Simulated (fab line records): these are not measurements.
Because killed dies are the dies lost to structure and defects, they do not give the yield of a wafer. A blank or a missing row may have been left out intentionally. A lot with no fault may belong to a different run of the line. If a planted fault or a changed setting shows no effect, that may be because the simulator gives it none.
Which tool is to blame? :: flow gf180mcu :: 14 lots, 42 wafers sampled, at 4 steps of a route of 602

WHAT THE GAUGES READ, wafer by wafer
GF_M3_RS_MEAS_05: measures by four-point-probe. Usual: M3_ALCU_RS 0.0697 ohm/sq, standard deviation 0.0006.
lot: L732
measured: day 20 11:49
on: film-metro-03
M3_ALCU_RS (ohm/sq): 0.0690 0.0691 0.0683
flag: 

lot: L733
measured: day 20 16:58
on: film-metro-02
M3_ALCU_RS (ohm/sq): 0.0693 0.0687 0.0685
flag: 

lot: L734
measured: day 21 01:28
on: film-metro-03
M3_ALCU_RS (ohm/sq): 0.0703 0.0711 0.0698
flag: 

lot: L736
measured: day 21 21:43
on: film-metro-04
M3_ALCU_RS (ohm/sq): 0.0698 0.0700 0.0702
flag: 

lot: L737
measured: day 22 07:14
on: film-metro-02
M3_ALCU_RS (ohm/sq): 0.0700 0.0695 0.0692
flag: 

lot: L741
measured: day 23 22:07
on: film-metro-02
M3_ALCU_RS (ohm/sq): 0.0699 0.0692 0.0695
flag: 

lot: L742
measured: day 24 02:04
on: film-metro-03
M3_ALCU_RS (ohm/sq): 0.0693 0.0697 0.0696
flag: 

lot: L744
measured: day 24 17:47
on: film-metro-02
M3_ALCU_RS (ohm/sq): 0.0698 0.0697 0.0699
flag: 

lot: L745
measured: day 25 01:47
on: film-metro-04
M3_ALCU_RS (ohm/sq): 0.0707 0.0711 0.0700
flag: 

lot: L746
measured: day 25 07:50
on: film-metro-04
M3_ALCU_RS (ohm/sq): 0.0681 0.0689 0.0688
flag: 

lot: L748
measured: day 25 21:44
on: film-metro-04
M3_ALCU_RS (ohm/sq): 0.0693 0.0700 0.0690
flag: 

lot: L753
measured: day 27 12:02
on: film-metro-04
M3_ALCU_RS (ohm/sq): 0.0697 0.0694 0.0701
flag: 

GF_M3_THK_MEAS_06: measures by xrf. Usual: M3_ALCU_THK 449 nm, standard deviation 4.5.
lot: L732
measured: day 20 11:56
on: film-metro-03
M3_ALCU_THK (nm): 448 448 455
flag: 

lot: L733
measured: day 20 17:05
on: film-metro-02
M3_ALCU_THK (nm): 453 456 459
flag: 

lot: L734
measured: day 21 01:35
on: film-metro-03
M3_ALCU_THK (nm): 441 436 445
flag: 

lot: L736
measured: day 21 21:49
on: film-metro-04
M3_ALCU_THK (nm): 450 449 447
flag: 

lot: L737
measured: day 22 07:21
on: film-metro-02
M3_ALCU_THK (nm): 448 450 451
flag: 

lot: L741
measured: day 23 22:13
on: film-metro-02
M3_ALCU_THK (nm): 449 453 451
flag: 

lot: L742
measured: day 24 02:11
on: film-metro-03
M3_ALCU_THK (nm): 446 442 444
flag: 

lot: L744
measured: day 24 17:52
on: film-metro-02
M3_ALCU_THK (nm): 450 449 447
flag: 

lot: L745
measured: day 25 01:55
on: film-metro-04
M3_ALCU_THK (nm): 446 440 448
flag: 

lot: L746
measured: day 25 07:57
on: film-metro-04
M3_ALCU_THK (nm): 461 457 456
flag: 

lot: L748
measured: day 25 21:50
on: film-metro-04
M3_ALCU_THK (nm): 451 448 452
flag: 

lot: L753
measured: day 27 12:10
on: film-metro-04
M3_ALCU_THK (nm): 450 453 448
flag: 

WHAT TOOL EACH LOT RAN ON (gives the tool, then ch and the chambers of the sampled wafers, and finally the start)
lot: L732
GF_V2_CMP_26: cmp-01 ch 0,3, day 20 11:21
GF_M3_SPUTTER_01: pvd-sputter-02, day 20 11:42

lot: L733
GF_V2_CMP_26: cmp-01 ch 0,2,3, day 20 16:30
GF_M3_SPUTTER_01: pvd-sputter-04, day 20 16:51

lot: L734
GF_V2_CMP_26: cmp-02 ch 0,1,3, day 21 01:00
GF_M3_SPUTTER_01: pvd-sputter-02, day 21 01:21

lot: L736
GF_V2_CMP_26: cmp-01 ch 1,2,3, day 21 21:19
GF_M3_SPUTTER_01: pvd-sputter-03, day 21 21:34

lot: L737
GF_V2_CMP_26: cmp-02 ch 0,1,2, day 22 06:49
GF_M3_SPUTTER_01: pvd-sputter-03, day 22 07:07

lot: L738
GF_V2_CMP_26: cmp-02 ch 1,2, day 22 12:48
GF_M3_SPUTTER_01: -

lot: L739
GF_V2_CMP_26: cmp-02 ch 0,1,2, day 22 22:53
GF_M3_SPUTTER_01: -

lot: L741
GF_V2_CMP_26: cmp-01 ch 2,3, day 23 21:32
GF_M3_SPUTTER_01: pvd-sputter-03, day 23 21:57

lot: L742
GF_V2_CMP_26: cmp-01 ch 1,2,3, day 24 01:36
GF_M3_SPUTTER_01: pvd-sputter-02, day 24 01:57

lot: L744
GF_V2_CMP_26: cmp-01 ch 2,3, day 24 17:15
GF_M3_SPUTTER_01: pvd-sputter-03, day 24 17:36

lot: L745
GF_V2_CMP_26: cmp-01 ch 0,2,3, day 25 01:03
GF_M3_SPUTTER_01: pvd-sputter-04, day 25 01:33

lot: L746
GF_V2_CMP_26: cmp-01 ch 0,1,3, day 25 07:22
GF_M3_SPUTTER_01: pvd-sputter-04, day 25 07:43

lot: L748
GF_V2_CMP_26: cmp-01 ch 1,2,3, day 25 21:16
GF_M3_SPUTTER_01: pvd-sputter-02, day 25 21:34

lot: L753
GF_V2_CMP_26: cmp-01 ch 0,2,3, day 27 11:31
GF_M3_SPUTTER_01: pvd-sputter-02, day 27 11:55
- GF_V2_CMP_26: polishes, stops on SiO2, t overpolish 15 s, target thk 0 nm.
- GF_M3_SPUTTER_01: material TiN, target thk 30 nm, time 24.6 s.

AS READ BY THE TOOLS THEMSELVES (means over the sampled wafers that have a number; for cases with no such wafer, the mark the record gives instead)
GF_V2_CMP_26. Usual: motor-current-A 10.8 A, standard deviation 0.67; overpolish-run-s 15.000 s, standard deviation 0.0088; time-to-endpoint-s 86 s, standard deviation 3.2.
lot: L732
tool: cmp-01
motor-current-A (A): 10.1
overpolish-run-s (s): 15.002
time-to-endpoint-s (s): 86
flag: 

lot: L733
tool: cmp-01
motor-current-A (A): 10.8
overpolish-run-s (s): 15.003
time-to-endpoint-s (s): 85
flag: 

lot: L734
tool: cmp-02
motor-current-A (A): 10.6
overpolish-run-s (s): 14.998
time-to-endpoint-s (s): 86
flag: 

lot: L736
tool: cmp-01
motor-current-A (A): 11.1
overpolish-run-s (s): 15.004
time-to-endpoint-s (s): 86
flag: 

lot: L737
tool: cmp-02
motor-current-A (A): 10.6
overpolish-run-s (s): 15.002
time-to-endpoint-s (s): 90
flag: 

lot: L738
tool: cmp-02
motor-current-A (A): 10.3
overpolish-run-s (s): 0.035
time-to-endpoint-s (s): 132
flag: OFF

lot: L739
tool: cmp-02
motor-current-A (A): 11.0
overpolish-run-s (s): 0.035
time-to-endpoint-s (s): 130
flag: OFF

lot: L741
tool: cmp-01
motor-current-A (A): 11.6
overpolish-run-s (s): 14.995
time-to-endpoint-s (s): 82
flag: 

lot: L742
tool: cmp-01
motor-current-A (A): 11.1
overpolish-run-s (s): 15.005
time-to-endpoint-s (s): 83
flag: 

lot: L744
tool: cmp-01
motor-current-A (A): 10.9
overpolish-run-s (s): 15.008
time-to-endpoint-s (s): 86
flag: 

lot: L745
tool: cmp-01
motor-current-A (A): 10.8
overpolish-run-s (s): 14.999
time-to-endpoint-s (s): 90
flag: 

lot: L746
tool: cmp-01
motor-current-A (A): 10.6
overpolish-run-s (s): 14.999
time-to-endpoint-s (s): 84
flag: 

lot: L748
tool: cmp-01
motor-current-A (A): 11.4
overpolish-run-s (s): 15.007
time-to-endpoint-s (s): 86
flag: 

lot: L753
tool: cmp-01
motor-current-A (A): 10.9
overpolish-run-s (s): 15.010
time-to-endpoint-s (s): 83
flag: 

GF_M3_SPUTTER_01. Usual: 29.9 % for throttle-valve-pct, sd 0.96.
lot: L732
tool: pvd-sputter-02
throttle-valve-pct (%): 30.3
flag: 

lot: L733
tool: pvd-sputter-04
throttle-valve-pct (%): 29.1
flag: 

lot: L734
tool: pvd-sputter-02
throttle-valve-pct (%): 29.7
flag: 

lot: L736
tool: pvd-sputter-03
throttle-valve-pct (%): 29.9
flag: 

lot: L737
tool: pvd-sputter-03
throttle-valve-pct (%): 29.4
flag: 

lot: L741
tool: pvd-sputter-03
throttle-valve-pct (%): 30.0
flag: 

lot: L742
tool: pvd-sputter-02
throttle-valve-pct (%): 29.7
flag: 

lot: L744
tool: pvd-sputter-03
throttle-valve-pct (%): 29.9
flag: 

lot: L745
tool: pvd-sputter-04
throttle-valve-pct (%): 29.6
flag: 

lot: L746
tool: pvd-sputter-04
throttle-valve-pct (%): 29.9
flag: 

lot: L748
tool: pvd-sputter-02
throttle-valve-pct (%): 30.4
flag: 

lot: L753
tool: pvd-sputter-02
throttle-valve-pct (%): 29.6
flag: 

THE ANSWER, worked out from the rows above alone
Rule: a lot counts as off when the mean over its wafers that have a number is more than 3 standard deviations away from the usual mean. Also off: a lot with no number at a reading for which 4 or more lots have one. Where the step has rows for the other lots, those lots are counted as sound. After the gauges, taken in route order, come the tools' own readings; for these a lot's mean is taken, as printed above. At the first step where some lot is off, the reading lying furthest off is the one used; lots without a number count as furthest.
Off: L738, L739, at GF_V2_CMP_26 (overpolish-run-s).
A tool fits if, at that step or a process step before it, it ran every lot that is off, and no sound lot after the first of them. One fits: cmp-02 at GF_V2_CMP_26. Its last sound lot is L737 (day 22 06:49), its first lot that is off L738 (day 22 12:48): a fault that began between those two fits.
The tool's own readings at GF_V2_CMP_26 bear it out: on the lots that are off they differ by more than 5 times the standard deviation of the sound lots' means. overpolish-run-s reads 0.035 s there against 15.003 s on the sound lots; time-to-endpoint-s reads 131 s there against 86 s on the sound lots.

WHAT HAD BEEN PUT IN BY THE SIMULATOR
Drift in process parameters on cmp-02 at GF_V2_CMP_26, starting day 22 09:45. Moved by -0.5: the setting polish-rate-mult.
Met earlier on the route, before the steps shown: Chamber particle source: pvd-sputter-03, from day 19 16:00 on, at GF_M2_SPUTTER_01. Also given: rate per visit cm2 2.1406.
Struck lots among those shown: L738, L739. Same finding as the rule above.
